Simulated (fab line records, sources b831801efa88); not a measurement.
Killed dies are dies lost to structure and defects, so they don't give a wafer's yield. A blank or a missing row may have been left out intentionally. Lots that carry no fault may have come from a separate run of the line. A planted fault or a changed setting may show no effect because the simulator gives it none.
Which tool did it? / flow sky130 / 6 lots, 18 wafers sampled, at 2 steps of a route of 708

== WHAT EACH GAUGE READ, for each wafer ==
SKY_NWELL_TW_MEAS_26.
lot=L811; measured=day 5 22:40; on=film metro-02; NWELL_2_TW=493 492 495
lot=L815; measured=day 6 15:44; on=film metro-04; NWELL_2_TW=499 499 498
lot=L816; measured=day 6 23:07; on=film metro-02; NWELL_2_TW=491 488 488
lot=L818; measured=day 7 07:10; on=film metro-04; NWELL_2_TW=501 500 497
lot=L825; measured=day 9 22:58; on=film metro-03; NWELL_2_TW=492 486 488
lot=L830; measured=day 10 22:16; on=film metro-03; NWELL_2_TW=502 500 500

== EACH LOT AND THE TOOL THAT RAN IT (in order: tool; ch and the chambers of the sampled wafers; start) ==
lot=L811; SKY_NWELL_IMPLANT_24=implanter-03 ch 0, day 5 22:25
lot=L815; SKY_NWELL_IMPLANT_24=implanter-01 ch 0, day 6 15:29
lot=L816; SKY_NWELL_IMPLANT_24=implanter-04 ch 0, day 6 22:53
lot=L818; SKY_NWELL_IMPLANT_24=implanter-03 ch 0, day 7 06:56
lot=L825; SKY_NWELL_IMPLANT_24=implanter-03 ch 0, day 9 22:43
lot=L830; SKY_NWELL_IMPLANT_24=implanter-04 ch 0, day 10 22:02
- SKY_NWELL_IMPLANT_24

== THE ANSWER, worked out from the rows above alone ==
Rule: usual is defined by the lots themselves. The widest of any qualifying gaps counts: lots, ordered by their means at a reading, are off when they make up no more than a third of the lots, leave a main group of 4 or more, and stand apart from it by 3 or more times the standard deviation of that group's means. If all means in a main group match to the digits the tables above print for the reading, that group is not used. A lot without any number at a reading at which 4 lots or more have one is off too. All remaining lots with rows at the step are treated as sound.
None of the lots is off at any reading shown; this tells nothing.

== WHAT THE SIMULATOR HAD INSERTED ==
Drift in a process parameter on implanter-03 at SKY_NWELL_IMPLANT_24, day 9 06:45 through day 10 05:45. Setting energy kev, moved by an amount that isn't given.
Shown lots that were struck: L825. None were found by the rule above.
